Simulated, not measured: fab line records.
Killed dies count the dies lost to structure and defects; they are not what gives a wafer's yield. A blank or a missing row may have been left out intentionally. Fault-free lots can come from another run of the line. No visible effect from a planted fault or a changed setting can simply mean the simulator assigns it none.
Which tool is to blame? -- flow gf180mcu -- at 1 step of a route of 602, 12 lots with 36 wafers sampled

WHAT THE GAUGES READ, wafer by wafer
GF_STI_THK_MEAS_24.
lot,measured,on,STI_CVD_23_THK (nm)
L075,day 2 10:01,film metro-02,634 634 629
L077,day 2 18:59,film metro-03,639 631 634
L079,day 3 05:26,film metro-04,637 644 640
L081,day 3 17:50,film metro-02,641 629 640
L083,day 4 07:10,film metro-04,641 634 629
L085,day 4 18:15,film metro-03,645 643 647
L087,day 5 06:26,film metro-03,643 644 637
L088,day 5 08:57,film metro-04,642 629 639
L091,day 5 23:34,film metro-04,648 645 640
L094,day 6 10:54,film metro-04,632 636 645
L095,day 6 17:40,film metro-03,634 642 642
L097,day 7 04:40,film metro-02,640 638 645

TOOL THAT RAN EACH LOT (tool first, then ch and the chambers of the sampled wafers, then the start)
The record holds no process step before these readings.

THE ANSWER, worked out from the rows above alone
Rule: usual is defined by the lots themselves. The widest of any qualifying gaps counts: lots, ordered by their means at a reading, are off when they make up no more than a third of the lots, leave a main group of 4 or more, and stand apart from it by 3 or more times the standard deviation of that group's means. A main group is skipped when, at the precision printed for the reading in the tables above, its means are all equal. Also off: a lot with no number at a reading for which 4 or more lots have one. All remaining lots with rows at the step are treated as sound.
No lot is off on any of the readings shown, so nothing can be concluded from this.

WHAT THE SIMULATOR HAD PUT IN
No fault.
